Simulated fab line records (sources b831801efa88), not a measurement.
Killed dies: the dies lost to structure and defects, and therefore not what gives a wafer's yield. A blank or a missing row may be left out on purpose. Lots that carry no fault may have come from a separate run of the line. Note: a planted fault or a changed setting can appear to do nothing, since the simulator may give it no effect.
A struck lot beside a sound one -- flow gf180mcu -- 14 steps out of a route of 602
Sound: wafers L466.1, L466.3, L466.4. Struck: wafer L458.5. (L458.1, L458.6 of the same lot were not struck and are left out.) The cause comes at the end.
Per side, at each step with rows, come the tool, then ch with its chambers, and then its first start. Under that, the readings that differ: sound wafers -- struck wafers -- difference of the means -- sigmas: that difference in standard deviations of wafers without a fault.
alike: words and numbers the same on both sides, and readings whose means are apart by under 2 such deviations; not compared: readings that were withheld, readings missing a value for some wafer, numbers with overlapping values and no deviation given by the record, and bounds like >300 which may hide the same value.
Wherever a step has rows on one side only, a row that says differs or no value, or a row with sigmas, the two part there. Numbers that have no deviation but don't overlap get no sigmas and don't part them. A reading that every wafer of one side lacks parts them only if that side has two wafers or more.

GF_V4_OVL_MEAS_15:
  struck on overlay-01, day 27 23:04; sound on overlay-02, day 30 17:28
reading,sound,struck,difference,sigmas
V4_OVL (nm),-4 -9 -1,12,+17,+2
GF_V4_ETCH_16: etches BARC in N2/H2.
  sound on rie-diel-03 ch 0,1,3, day 30 17:29; struck on rie-diel-01 ch 1, day 27 23:05
  alike: drypump-motor-current-A, oes-product-au, throttle-valve-pct
GF_V4_ETCH_17: etches SiO2 in C4F8/O2/Ar, stops on TiN, target depth 630 nm.
  sound on rie-diel-03 ch 0,1,3; struck on rie-diel-01 ch 1
  alike: oes-product-au
then, 4 steps without rows for these wafers: GF_V4_STRIP_18 (strips in O2/N2); GF_V4_STRIP_19 (strips in post etch residue remover, time 1200 s); GF_V4_CLEAN_20 (cleans in DIW); GF_V4_SPUTTER_21 (material Ti, target thk 15 nm, time 80.02 s).
GF_V4_SPUTTER_22: material TiN, target thk 10 nm, time 40 s.
  struck on pvd-sputter-01, day 28 00:14; sound on pvd-sputter-01, day 30 18:16
  alike: throttle-valve-pct
GF_V4_CVD_23: deposits W, target thk 350 nm, time 104.9 s.
  sound on cvd-w-01 ch 0,1, day 30 18:18; struck on cvd-w-02 ch 0, day 28 00:16
  alike: heater-power-w
GF_V4_RS_MEAS_24: measures by four-point-probe.
  struck on film-metro-04, day 28 00:23; sound on film-metro-03, day 30 18:25
  alike: V4_W_RS
GF_V4_THK_MEAS_25: measures by xrf.
  struck on film-metro-04, day 28 00:30; sound on film-metro-03, day 30 18:32
  alike: V4_W_THK
GF_V4_CMP_26: polishes, stops on SiO2, t overpolish 15 s, target thk 0 nm.
  sound on cmp-02 ch 0,1,3, day 30 18:35; struck on cmp-02 ch 2, day 28 00:44
reading,sound,struck,difference,sigmas
time-to-endpoint-s (s),87.6 85.3 85.5,79.0,-7.1,-3
  alike: edge-zone-pressure-frac, motor-current-A, overpolish-run-s
GF_MIM_SPUTTER_00: material Ti, target thk 37.5 nm, time 150 s.
  struck on pvd-sputter-02, day 28 00:59; sound on pvd-sputter-03, day 30 18:53
reading,sound,struck,difference,sigmas
model.Ti_of_MIM_SPUTTER_00.thk-nm (nm),37.62 37.45 38.01,29.19,-8.50,
  alike: throttle-valve-pct
then, 1 step without rows for these wafers: GF_MIM_SPUTTER_01 (material TiN, target thk 30 nm, time 25 s).

## WHERE THEY PART
Earliest at GF_V4_OVL_MEAS_15; latest, in this record, at GF_V4_CMP_26. Later steps at which nothing parts them and some readings are alike: GF_MIM_SPUTTER_00.

WHY: the cause the simulator had injected
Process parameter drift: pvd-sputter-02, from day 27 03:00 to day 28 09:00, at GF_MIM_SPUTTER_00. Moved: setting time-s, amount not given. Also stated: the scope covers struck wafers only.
